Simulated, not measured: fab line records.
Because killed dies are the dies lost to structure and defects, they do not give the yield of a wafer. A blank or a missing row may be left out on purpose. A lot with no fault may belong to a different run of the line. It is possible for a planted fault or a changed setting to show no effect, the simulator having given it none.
Chamber matching + flow sky130 + SKY_CAP2M_CVD_00 on pecvd-02 has 3 sister chambers
The step deposits SiO2, target thk 15.5 nm. 6 wafers are shown with their chamber, then 7 later ones without.

WAFERS PAIRED WITH THEIR CHAMBERS
| wafer  | chamber | heater_power_w (W) |
|--------|---------|--------------------|
| L079.4 | 1       | 562                |
| L079.5 | 2       | 644                |
| L080.5 | 0       | 625                |
| L080.6 | 1       | 567                |
| L086.1 | 2       | 632                |
| L086.5 | 0       | 581                |

WAFERS MISSING THEIR CHAMBER
| wafer  | heater_power_w (W) |
|--------|--------------------|
| L086.6 | 543                |
| L088.3 | 543                |
| L088.5 | 617                |
| L088.6 | 547                |
| L095.2 | 667                |
| L095.3 | 552                |
| L095.4 | 646                |

CHAMBER TAKEN BY EACH
| wafer  | from the rows above     | in truth                   |
|--------|-------------------------|----------------------------|
| L086.6 | 1                       | 1                          |
| L088.3 | 1                       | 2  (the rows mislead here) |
| L088.5 | can't be placed: 0 or 2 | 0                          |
| L088.6 | 1                       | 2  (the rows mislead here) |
| L095.2 | can't be placed: 2 or 0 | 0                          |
| L095.3 | 1                       | 1                          |
| L095.4 | can't be placed: 2 or 0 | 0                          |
2 of 7 placed correctly. From these rows, 3 cannot be placed; in 3 the true chamber is one of the candidates. Placed wrongly: 2.
How it was worked out, from the rows above alone: a wafer's distance from a chamber is the root of the sum, over the readings, of the square of ((its reading less the chamber's mean) divided by the reading's scatter). If the next closest chamber is less than 2 further off than the closest, the wafer can't be placed; otherwise it belongs to the closest. For every chamber, the mean is computed from those of its wafers that are shown. The scatter: the root of (the sum of the squares of (reading less its chamber's mean) over the shown wafers, divided by (wafers less chambers)).
